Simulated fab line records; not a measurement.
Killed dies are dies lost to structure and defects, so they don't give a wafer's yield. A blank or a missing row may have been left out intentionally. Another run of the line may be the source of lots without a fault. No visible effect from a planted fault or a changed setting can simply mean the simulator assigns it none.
One fault through the eyes of 2 desks / flow gf180mcu / numbers are kept per desk, each desk with only its own; the story behind them comes last

== THE METROLOGY DESK ==
What the gauges read for every lot (on any tool): the sampled wafers with a number, averaged. If a lot's mean is further than 4 standard deviations from the usual mean, the lot is out of limits and carries the mark OUT (the distance appears in the brackets).
Columns: A = cdNm at GF_STI_CD_MEAS_12, usual 219.6 nm
lot=L925; first seen here=day 2 06:57; A=221.3
lot=L926; first seen here=day 2 10:50; A=218.7
lot=L927; first seen here=day 2 16:28; A=219.4
lot=L928; first seen here=day 2 22:42; A=219.4
lot=L929; first seen here=day 3 03:22; A=218.3
lot=L930; first seen here=day 3 08:08; A=218.4
lot=L932; first seen here=day 3 20:44; A=218.8
lot=L936; first seen here=day 4 15:31; A=218.2
lot=L940; first seen here=day 5 12:22; A=222.0
lot=L941; first seen here=day 5 16:48; A=219.4
lot=L942; first seen here=day 5 22:46; A=219.9
lot=L947; first seen here=day 7 00:07; A=218.0
This desk found nothing out of limits on any of the 12 lots.

== THE TOOL OWNER'S DESK: rieSi-01 ==
The tool's own readings at GF_STI_ETCH_14 (etches Si in HBr/Cl2/O2, target depth 360 nm, time 102.9 s): means of the sampled wafers that have a number, for each lot that ran on this tool. If a lot's mean is further than 4 standard deviations from the usual mean, the lot is out of limits and carries the mark OUT (the distance appears in the brackets).
Columns: A = drypumpMotorCurrentA at GF_STI_ETCH_14, usual 5.6 A; B = oesProductAu at GF_STI_ETCH_14, usual 1.002 a.u.; C = runLengthS at GF_STI_ETCH_14, usual 131.1 s; D = throttleValvePct at GF_STI_ETCH_14, usual 25.655 %
lot=L925; first seen here=day 2 07:09; A=5.5; B=1.004; C=131.1; D=25.658
lot=L927; first seen here=day 2 16:36; A=6.0; B=0.994; C=131.1; D=25.663
lot=L929; first seen here=day 3 03:34; A=5.5; B=1.000; C=131.2; D=25.654
lot=L930; first seen here=day 3 08:18; A=5.2; B=1.000; C=131.5; D=25.647
lot=L932; first seen here=day 3 20:54; A=5.7; B=0.996; C=133.5 (+5.3) OUT; D=25.664
lot=L936; first seen here=day 4 15:41; A=5.6; B=1.012; C=132.9 (+4.1) OUT; D=25.653
lot=L947; first seen here=day 7 00:19; A=5.7; B=1.009; C=131.3; D=25.647
This desk finds L932, L936 out of limits, L932 being first, at day 3 20:54 (runLengthS at GF_STI_ETCH_14). L925, L927, L929, L930, L947: within limits.

== BROUGHT TOGETHER ==
The tool owner's desk had the chance to raise an alarm at day 3 20:54 on L932, L936.
From the metrology desk's view, nothing was out of limits.
The metrology desk holds a record of L932, L936, inside its limits.
The lots listed all ran GF_STI_ETCH_14 on rieSi-01.

== WHAT WAS PUT IN BY THE SIMULATOR ==
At GF_STI_ETCH_14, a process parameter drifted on rieSi-01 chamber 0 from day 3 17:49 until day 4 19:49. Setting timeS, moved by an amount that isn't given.
Lots struck among those shown: L932, L936.
Delay in hours, fault start to first out-of-limits reading, by desk: the tool owner's desk at 3.
